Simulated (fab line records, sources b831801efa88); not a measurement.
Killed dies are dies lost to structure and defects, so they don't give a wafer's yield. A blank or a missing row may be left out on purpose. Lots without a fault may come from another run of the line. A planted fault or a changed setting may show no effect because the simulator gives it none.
One fault seen from 2 desks | flow gf180mcu | each desk has only its own numbers; what lay behind them comes last

THE METROLOGY DESK
What the gauges read, lot by lot, whatever tool the lot ran on: means of the sampled wafers that have a number. A lot is out of limits, marked OUT, if its mean lies more than 4 standard deviations from the usual mean; the brackets give that distance.
Columns: A = PSD_TW at GF_PSD_TW_MEAS_11, usual 3221; B = M1_OVL at GF_M1_OVL_MEAS_15, usual -2 nm; C = V1_OVL at GF_V1_OVL_MEAS_15, usual 0 nm
lot  | first seen here | A                    | B  | C
L859 | day 14 08:48    | 3245                 | -4 | -1
L860 | day 14 16:54    | 3201                 | -9 | -1
L861 | day 14 21:01    | 3250                 | -5 | 2
L864 | day 15 20:40    | 3252                 | -6 | -2
L865 | day 16 05:29    | 3206                 | 1  | -2
L866 | day 16 17:01    | 30 (-99 or more) OUT | -5 | -3
L868 | day 17 06:27    | 3260                 | 1  | 2
L875 | day 19 20:36    | 3183                 | -0 | -9
L876 | day 20 06:46    | 3182                 | 0  | -2
L877 | day 20 15:01    | 3253                 | -3 | 2
L878 | day 20 22:33    | 3209                 | -7 | 2
L880 | day 21 20:19    | 3214                 | -5 | 0
L881 | day 22 08:25    | 3201                 | -6 | 6
This desk's finding: out of limits on L866; first on L866, day 16 17:01 (PSD_TW at GF_PSD_TW_MEAS_11). In limits: L859, L860, L861, L864, L865, L868, L875, L876, L877, L878, L880, L881.

THE TOOL OWNER'S DESK: plasma_asher-04
The tool's own readings at GF_NSD_STRIP_11 (strips in O2/N2): means of the sampled wafers that have a number, for each lot that ran on this tool. A lot is out of limits, marked OUT, if its mean lies more than 4 standard deviations from the usual mean; the brackets give that distance.
Columns: A = chamber_pressure_mTorr at GF_NSD_STRIP_11, usual 1500.1 mTorr; B = drypump_motor_current_A at GF_NSD_STRIP_11, usual 5.5 A; C = heater_power_w at GF_NSD_STRIP_11, usual 336 W; D = oes_product_au at GF_NSD_STRIP_11, usual 0.487 a.u.; E = strip_time_to_endpoint_s at GF_NSD_STRIP_11, usual 22.97 s
lot  | first seen here | A      | B   | C   | D               | E
L861 | day 14 00:01    | 1500.6 | 6.0 | 327 | 0.486           | 23.01
L864 | day 14 22:14    | 1500.2 | 5.6 | 336 | 0.492           | 23.00
L866 | day 15 18:25    | 1500.8 | 6.2 | 314 | 0.331 (-35) OUT | -
L880 | day 20 20:27    | 1500.3 | 5.7 | 339 | 0.485           | 23.01
This desk's finding: out of limits on L866; first on L866, day 15 18:25 (oes_product_au at GF_NSD_STRIP_11). In limits: L861, L864, L880.

PUT TOGETHER
The tool owner's desk could have raised an alarm at day 15 18:25, on L866.
The metrology desk could have raised an alarm at day 16 17:01, on L866.
Of the lots named, all ran GF_NSD_STRIP_11 on plasma_asher-04.

WHAT THE SIMULATOR HAD PUT IN
Strip aborted: plasma_asher-04, from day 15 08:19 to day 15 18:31, at GF_NSD_STRIP_11. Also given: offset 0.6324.
Lots struck among those shown: L866.
Hours from the fault's start to each desk's first reading out of limits: the tool owner's desk, 10; the metrology desk, 33.
